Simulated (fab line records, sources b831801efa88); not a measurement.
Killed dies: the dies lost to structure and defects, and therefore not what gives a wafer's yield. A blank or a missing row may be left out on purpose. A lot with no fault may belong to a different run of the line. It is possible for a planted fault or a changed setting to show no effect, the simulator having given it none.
fab line records || flow gf180mcu
[record] {"lots": 14, "wafers": 41, "last-day": 34}
route steps=602 shown POLY_GATE@165
lots that met no fault: from a run of the same line without faults
start-h: hours from the record's first day to the start of the lot's first wafer shown || wait-h: hours since the lot's step before || " same as the row above || L1.1+2: several wafers, shown together as one row || - no value, or no start given || * or withheld: withheld || < > ~ a bound
route shown NAME@n: names a module that has steps shown in the file, with the first one's number in the route || usual: mean/standard deviation taken from wafers without a fault || same: alike in all rows || chamber/n: place in a boat || sites: per-site readings || _std_site: the standard deviation of these || _edge_site: inner sites' mean taken away from outer sites' mean || radius-mm: for every site, how far away it sits from the centre of the wafer || mask NAME#n: copy n || behind: the last tool/chamber to shape the wafer || hold: what put the lot on hold/how long, in hours/how the hold closed || device: transistor that didn't switch, given as n, p or np || end of line: at the end of the route, the tests of the same wafers || for a step that has no rows: nothing shown but its recipe || killed: count of dies lost to structure and defects at first sort (not the wafer's yield) || map: the dies of a wafer, with x for killed, . for not killed, _ for no die there
set.NAME: setting as actually run; set.NAME@STEP: the setting as run at that earlier step || model.NAME: the simulator's own value behind a step, which no gauge read
one table for each step of the route and one row for each wafer, over a sample of lots
[[steps]]
[step GF_POLY_GATE_PEB_08]
[recipe] {"peb-temp-c": 135, "peb-time-s": 90, "resist": "KrF"}
[usual] {"heater-power-total-W": "85.70/0.082"}
{"lot.wafer": "L377.3", "tool": "litho-track-04", "chamber": 0, "start-h": 196.62, "wait-h": "-", "heater-power-total-W": 85.66}
{"lot.wafer": "L377.4", "tool": "litho-track-04", "chamber": 0, "start-h": 196.62, "wait-h": "-", "heater-power-total-W": 85.71}
{"lot.wafer": "L377.5", "tool": "litho-track-04", "chamber": 0, "start-h": 196.62, "wait-h": "-", "heater-power-total-W": 85.55}
{"lot.wafer": "L378.1", "tool": "litho-track-02", "chamber": 0, "start-h": 202.72, "wait-h": "-", "heater-power-total-W": 85.71}
{"lot.wafer": "L378.3", "tool": "litho-track-02", "chamber": 0, "start-h": 202.72, "wait-h": "-", "heater-power-total-W": 85.64}
{"lot.wafer": "L378.4", "tool": "litho-track-02", "chamber": 0, "start-h": 202.72, "wait-h": "-", "heater-power-total-W": 85.66}
{"lot.wafer": "L379.2", "tool": "litho-track-02", "chamber": 0, "start-h": 204.75, "wait-h": "-", "heater-power-total-W": 85.79}
{"lot.wafer": "L379.3", "tool": "litho-track-02", "chamber": 0, "start-h": 204.75, "wait-h": "-", "heater-power-total-W": 85.67}
{"lot.wafer": "L379.6", "tool": "litho-track-02", "chamber": 0, "start-h": 204.75, "wait-h": "-", "heater-power-total-W": 85.58}
{"lot.wafer": "L380.1", "tool": "litho-track-04", "chamber": 0, "start-h": 217.21, "wait-h": "-", "heater-power-total-W": 85.64}
{"lot.wafer": "L380.2", "tool": "litho-track-04", "chamber": 0, "start-h": 217.21, "wait-h": "-", "heater-power-total-W": 85.74}
{"lot.wafer": "L380.6", "tool": "litho-track-04", "chamber": 0, "start-h": 217.21, "wait-h": "-", "heater-power-total-W": 85.72}
{"lot.wafer": "L381.1", "tool": "litho-track-04", "chamber": 0, "start-h": 221.61, "wait-h": "-", "heater-power-total-W": 85.80}
{"lot.wafer": "L381.3", "tool": "litho-track-04", "chamber": 0, "start-h": 221.61, "wait-h": "-", "heater-power-total-W": 85.57}
{"lot.wafer": "L381.5", "tool": "litho-track-04", "chamber": 0, "start-h": 221.61, "wait-h": "-", "heater-power-total-W": 85.70}
{"lot.wafer": "L382.3", "tool": "litho-track-01", "chamber": 0, "start-h": 231.76, "wait-h": "-", "heater-power-total-W": 85.74}
{"lot.wafer": "L382.4", "tool": "litho-track-01", "chamber": 0, "start-h": 231.76, "wait-h": "-", "heater-power-total-W": 85.77}
{"lot.wafer": "L382.5", "tool": "litho-track-01", "chamber": 0, "start-h": 231.76, "wait-h": "-", "heater-power-total-W": 85.59}
{"lot.wafer": "L383.1", "tool": "litho-track-04", "chamber": 0, "start-h": 238.01, "wait-h": "-", "heater-power-total-W": 85.78}
{"lot.wafer": "L383.2", "tool": "litho-track-04", "chamber": 0, "start-h": 238.01, "wait-h": "-", "heater-power-total-W": 85.66}
{"lot.wafer": "L383.4", "tool": "litho-track-04", "chamber": 0, "start-h": 238.01, "wait-h": "-", "heater-power-total-W": 85.71}
{"lot.wafer": "L384.1", "tool": "litho-track-01", "chamber": 0, "start-h": 245.89, "wait-h": "-", "heater-power-total-W": 85.82}
{"lot.wafer": "L384.4", "tool": "litho-track-01", "chamber": 0, "start-h": 245.89, "wait-h": "-", "heater-power-total-W": 85.80}
{"lot.wafer": "L388.2", "tool": "litho-track-04", "chamber": 0, "start-h": 273.54, "wait-h": "-", "heater-power-total-W": 88.95}
{"lot.wafer": "L388.3", "tool": "litho-track-04", "chamber": 0, "start-h": 273.54, "wait-h": "-", "heater-power-total-W": 88.91}
{"lot.wafer": "L388.5", "tool": "litho-track-04", "chamber": 0, "start-h": 273.54, "wait-h": "-", "heater-power-total-W": 88.92}
{"lot.wafer": "L390.1", "tool": "litho-track-04", "chamber": 0, "start-h": 290.15, "wait-h": "-", "heater-power-total-W": 88.94}
{"lot.wafer": "L390.4", "tool": "litho-track-04", "chamber": 0, "start-h": 290.15, "wait-h": "-", "heater-power-total-W": 89.01}
{"lot.wafer": "L390.5", "tool": "litho-track-04", "chamber": 0, "start-h": 290.15, "wait-h": "-", "heater-power-total-W": 89.01}
{"lot.wafer": "L396.1", "tool": "litho-track-02", "chamber": 0, "start-h": 333.67, "wait-h": "-", "heater-power-total-W": 85.57}
{"lot.wafer": "L396.4", "tool": "litho-track-02", "chamber": 0, "start-h": 333.67, "wait-h": "-", "heater-power-total-W": 85.57}
{"lot.wafer": "L396.6", "tool": "litho-track-02", "chamber": 0, "start-h": 333.67, "wait-h": "-", "heater-power-total-W": 85.70}
{"lot.wafer": "L397.1", "tool": "litho-track-01", "chamber": 0, "start-h": 340.24, "wait-h": "-", "heater-power-total-W": 85.78}
{"lot.wafer": "L397.4", "tool": "litho-track-01", "chamber": 0, "start-h": 340.24, "wait-h": "-", "heater-power-total-W": 85.54}
{"lot.wafer": "L397.5", "tool": "litho-track-01", "chamber": 0, "start-h": 340.24, "wait-h": "-", "heater-power-total-W": 85.73}
{"lot.wafer": "L398.1", "tool": "litho-track-01", "chamber": 0, "start-h": 350.04, "wait-h": "-", "heater-power-total-W": 85.75}
{"lot.wafer": "L398.3", "tool": "litho-track-01", "chamber": 0, "start-h": 350.04, "wait-h": "-", "heater-power-total-W": 85.79}
{"lot.wafer": "L398.4", "tool": "litho-track-01", "chamber": 0, "start-h": 350.04, "wait-h": "-", "heater-power-total-W": 85.74}
{"lot.wafer": "L400.1", "tool": "litho-track-04", "chamber": 0, "start-h": 368.10, "wait-h": "-", "heater-power-total-W": 85.71}
{"lot.wafer": "L400.4", "tool": "litho-track-04", "chamber": 0, "start-h": 368.10, "wait-h": "-", "heater-power-total-W": 85.72}
{"lot.wafer": "L400.5", "tool": "litho-track-04", "chamber": 0, "start-h": 368.10, "wait-h": "-", "heater-power-total-W": 85.83}
[[key]]
[first-sign] {"step": "GF_POLY_GATE_PEB_08", "reading": "heater-power-total-W", "direction": "up", "sigmas": 39, "usual": 85.70, "struck": 88.95}
effect none on later readings
met-at GF_POLY_GATE_PEB_08
struck-lots L388,L390
tester-left-out L388,L390
[loop-trim] {"step": "GF_POLY_GATE_EXPOSE_07", "setting": "dose", "lots": "L390"}
[baseline-loss] {"step": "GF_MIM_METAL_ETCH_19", "wafers": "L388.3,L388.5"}
onset-between 238.01 273.54
[fault] {"kind": "process-parameter-drift", "tool": "litho-track-04", "chamber": "-", "onset-h": 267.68, "steps": "GF_POLY_GATE_PEB_08", "channel": "peb-time-s", "offset": "*", "shape": "step", "end-h": 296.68, "acts-in": "*", "stated": "*"}
// tester-left-out: of these lots the tester's yield and bins aren't shown, on N5 and GAA mostly nor the transistor test; their killed dies are dies lost to structure and defects alone, not to doping, threshold or leakage, so they don't give the yield
// loop-trim: a control loop set the setting to another value than it would have without faults
// baseline-loss: these wafers lose ten dies or more at that step, a loss of the line's own and not of a fault; the sort's usual values leave them out
